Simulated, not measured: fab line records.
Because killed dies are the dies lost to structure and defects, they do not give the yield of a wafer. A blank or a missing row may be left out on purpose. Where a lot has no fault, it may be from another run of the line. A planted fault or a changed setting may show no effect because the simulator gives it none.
Split-lot experiment || flow sky130 || route with 708 steps; 5 lots, 23 wafers read

== THE SPLIT ==
At SKY_LI_CONTACT_SPUTTER_20 (material TiN, target thk 20 nm, time 80 s), the setting powerW was moved away from the recipe's 4000 W on 6 of the 23 wafers read, by -10.9% to +3.2%. This setting was run at the recipe's value on the other wafers.

The reading comes from the split's own step.

== THE READING ==
TiN_of_LI_CONTACT_SPUTTER_20.thkNm (the simulator's own value, which no gauge read), in nm, at SKY_LI_CONTACT_SPUTTER_20 (material TiN, target thk 20 nm, time 80 s). There is no usual value for it anywhere in the file. Across the 17 wafers here that went through the recipe, the average is 20.05 nm and the standard deviation 0.19 nm.

{"wafer": "L074.1", "tool, chamber at the split": "pvdSputter-01, -", "powerW as run, W": 4000, "against the recipe": "recipe", "TiN_of_LI_CONTACT_SPUTTER_20.thkNm, nm": 19.97, "against lot-mates on the recipe": "-"}
{"wafer": "L074.2", "tool, chamber at the split": "pvdSputter-01, -", "powerW as run, W": 4000, "against the recipe": "recipe", "TiN_of_LI_CONTACT_SPUTTER_20.thkNm, nm": 20.15, "against lot-mates on the recipe": "-"}
{"wafer": "L074.5", "tool, chamber at the split": "pvdSputter-01, -", "powerW as run, W": 4000, "against the recipe": "recipe", "TiN_of_LI_CONTACT_SPUTTER_20.thkNm, nm": 20.2, "against lot-mates on the recipe": "-"}
{"wafer": "L077.2", "tool, chamber at the split": "pvdSputter-01, -", "powerW as run, W": 4000, "against the recipe": "recipe", "TiN_of_LI_CONTACT_SPUTTER_20.thkNm, nm": 19.8, "against lot-mates on the recipe": "-"}
{"wafer": "L077.3", "tool, chamber at the split": "pvdSputter-01, -", "powerW as run, W": 4000, "against the recipe": "recipe", "TiN_of_LI_CONTACT_SPUTTER_20.thkNm, nm": 19.78, "against lot-mates on the recipe": "-"}
{"wafer": "L077.4", "tool, chamber at the split": "pvdSputter-01, -", "powerW as run, W": 4000, "against the recipe": "recipe", "TiN_of_LI_CONTACT_SPUTTER_20.thkNm, nm": 19.96, "against lot-mates on the recipe": "-"}
{"wafer": "L077.5", "tool, chamber at the split": "pvdSputter-01, -", "powerW as run, W": 4000, "against the recipe": "recipe", "TiN_of_LI_CONTACT_SPUTTER_20.thkNm, nm": 19.87, "against lot-mates on the recipe": "-"}
{"wafer": "L077.6", "tool, chamber at the split": "pvdSputter-01, -", "powerW as run, W": 4000, "against the recipe": "recipe", "TiN_of_LI_CONTACT_SPUTTER_20.thkNm, nm": 19.83, "against lot-mates on the recipe": "-"}
{"wafer": "L078.1", "tool, chamber at the split": "pvdSputter-01, -", "powerW as run, W": 3854, "against the recipe": "-3.6%", "TiN_of_LI_CONTACT_SPUTTER_20.thkNm, nm": 19.52, "against lot-mates on the recipe": -0.72}
{"wafer": "L078.3", "tool, chamber at the split": "pvdSputter-01, -", "powerW as run, W": 4000, "against the recipe": "recipe", "TiN_of_LI_CONTACT_SPUTTER_20.thkNm, nm": 20.05, "against lot-mates on the recipe": "-"}
{"wafer": "L078.4", "tool, chamber at the split": "pvdSputter-01, -", "powerW as run, W": 3854, "against the recipe": "-3.6%", "TiN_of_LI_CONTACT_SPUTTER_20.thkNm, nm": 19.5, "against lot-mates on the recipe": -0.74}
{"wafer": "L078.5", "tool, chamber at the split": "pvdSputter-01, -", "powerW as run, W": 4000, "against the recipe": "recipe", "TiN_of_LI_CONTACT_SPUTTER_20.thkNm, nm": 20.43, "against lot-mates on the recipe": "-"}
{"wafer": "L078.6", "tool, chamber at the split": "pvdSputter-01, -", "powerW as run, W": 4000, "against the recipe": "recipe", "TiN_of_LI_CONTACT_SPUTTER_20.thkNm, nm": 20.24, "against lot-mates on the recipe": "-"}
{"wafer": "L080.1", "tool, chamber at the split": "pvdSputter-01, -", "powerW as run, W": 4000, "against the recipe": "recipe", "TiN_of_LI_CONTACT_SPUTTER_20.thkNm, nm": 19.87, "against lot-mates on the recipe": "-"}
{"wafer": "L080.2", "tool, chamber at the split": "pvdSputter-01, -", "powerW as run, W": 3564, "against the recipe": "-10.9%", "TiN_of_LI_CONTACT_SPUTTER_20.thkNm, nm": 17.75, "against lot-mates on the recipe": -2.18}
{"wafer": "L080.3", "tool, chamber at the split": "pvdSputter-01, -", "powerW as run, W": 4000, "against the recipe": "recipe", "TiN_of_LI_CONTACT_SPUTTER_20.thkNm, nm": 19.91, "against lot-mates on the recipe": "-"}
{"wafer": "L080.5", "tool, chamber at the split": "pvdSputter-01, -", "powerW as run, W": 3564, "against the recipe": "-10.9%", "TiN_of_LI_CONTACT_SPUTTER_20.thkNm, nm": 17.55, "against lot-mates on the recipe": -2.38}
{"wafer": "L080.6", "tool, chamber at the split": "pvdSputter-01, -", "powerW as run, W": 4000, "against the recipe": "recipe", "TiN_of_LI_CONTACT_SPUTTER_20.thkNm, nm": 20, "against lot-mates on the recipe": "-"}
{"wafer": "L084.1", "tool, chamber at the split": "pvdSputter-04, -", "powerW as run, W": 4000, "against the recipe": "recipe", "TiN_of_LI_CONTACT_SPUTTER_20.thkNm, nm": 20.26, "against lot-mates on the recipe": "-"}
{"wafer": "L084.2", "tool, chamber at the split": "pvdSputter-04, -", "powerW as run, W": 4128, "against the recipe": "+3.2%", "TiN_of_LI_CONTACT_SPUTTER_20.thkNm, nm": 21.02, "against lot-mates on the recipe": "+0.76"}
{"wafer": "L084.3", "tool, chamber at the split": "pvdSputter-04, -", "powerW as run, W": 4000, "against the recipe": "recipe", "TiN_of_LI_CONTACT_SPUTTER_20.thkNm, nm": 20.18, "against lot-mates on the recipe": "-"}
{"wafer": "L084.4", "tool, chamber at the split": "pvdSputter-04, -", "powerW as run, W": 4128, "against the recipe": "+3.2%", "TiN_of_LI_CONTACT_SPUTTER_20.thkNm, nm": 21.15, "against lot-mates on the recipe": "+0.89"}
{"wafer": "L084.6", "tool, chamber at the split": "pvdSputter-04, -", "powerW as run, W": 4000, "against the recipe": "recipe", "TiN_of_LI_CONTACT_SPUTTER_20.thkNm, nm": 20.34, "against lot-mates on the recipe": "-"}

THE FIT
A straight line over all 23 wafers: TiN_of_LI_CONTACT_SPUTTER_20.thkNm changes by +0.225 nm for each +1% of powerW; r = +0.97; the points scatter about the line by 0.21 nm.
The same after taking each lot's own level away (the mean of its wafers on the recipe; 23 wafers): +0.213 nm for each +1%; r = +0.99; scatter 0.1 nm.
The reading moves by 2.3 nm for the largest change in powerW, on that fit.
The span of the lots' own levels, 19.848 to 20.260 nm, comes to 2.1 times the standard deviation stated above.
The two slopes agree, so the slope changes little with the lot-to-lot level.
Check: for one of the wafers moved furthest among these (-10.9%), held out of the fit, the line's prediction against its lot-mates is -2.39 nm. Against them it came out at -2.18 nm.

== OTHER SPLITS APPLIED TO THESE WAFERS ==
Other splits were also applied to these wafers ahead of the reading. Each is held against what the fit with the lots' levels taken away leaves over:
{"other split on the same wafers": "SKY_LDD_HVP_SOFTBAKE_03 tempC", "wafers away from the commonest value": 6, "r with TiN_of_LI_CONTACT_SPUTTER_20.thkNm (lot level and that fit taken away)": -0.30}
{"other split on the same wafers": "SKY_LDD_LDN_IMPLANT_08 energyKev", "wafers away from the commonest value": 7, "r with TiN_of_LI_CONTACT_SPUTTER_20.thkNm (lot level and that fit taken away)": "+0.25"}
{"other split on the same wafers": "SKY_LDD_LDN_IMPLANT_09 energyKev", "wafers away from the commonest value": 8, "r with TiN_of_LI_CONTACT_SPUTTER_20.thkNm (lot level and that fit taken away)": -0.05}
{"other split on the same wafers": "SKY_SD_P_DEVELOP_06 devTempC", "wafers away from the commonest value": 10, "r with TiN_of_LI_CONTACT_SPUTTER_20.thkNm (lot level and that fit taken away)": -0.12}
{"other split on the same wafers": "SKY_RES_XHIGH_COAT_02 resistThkNm", "wafers away from the commonest value": 8, "r with TiN_of_LI_CONTACT_SPUTTER_20.thkNm (lot level and that fit taken away)": -0.02}
{"other split on the same wafers": "SKY_SD_N_COAT_02 resistThkNm", "wafers away from the commonest value": 8, "r with TiN_of_LI_CONTACT_SPUTTER_20.thkNm (lot level and that fit taken away)": -0.12}
{"other split on the same wafers": "SKY_SD_N_IMPLANT_09 energyKev", "wafers away from the commonest value": 7, "r with TiN_of_LI_CONTACT_SPUTTER_20.thkNm (lot level and that fit taken away)": -0.09}

== FILE'S OWN FIT ==
TiN_of_LI_CONTACT_SPUTTER_20.thkNm changes by +0.211 nm for each +1% of powerW, r = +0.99.
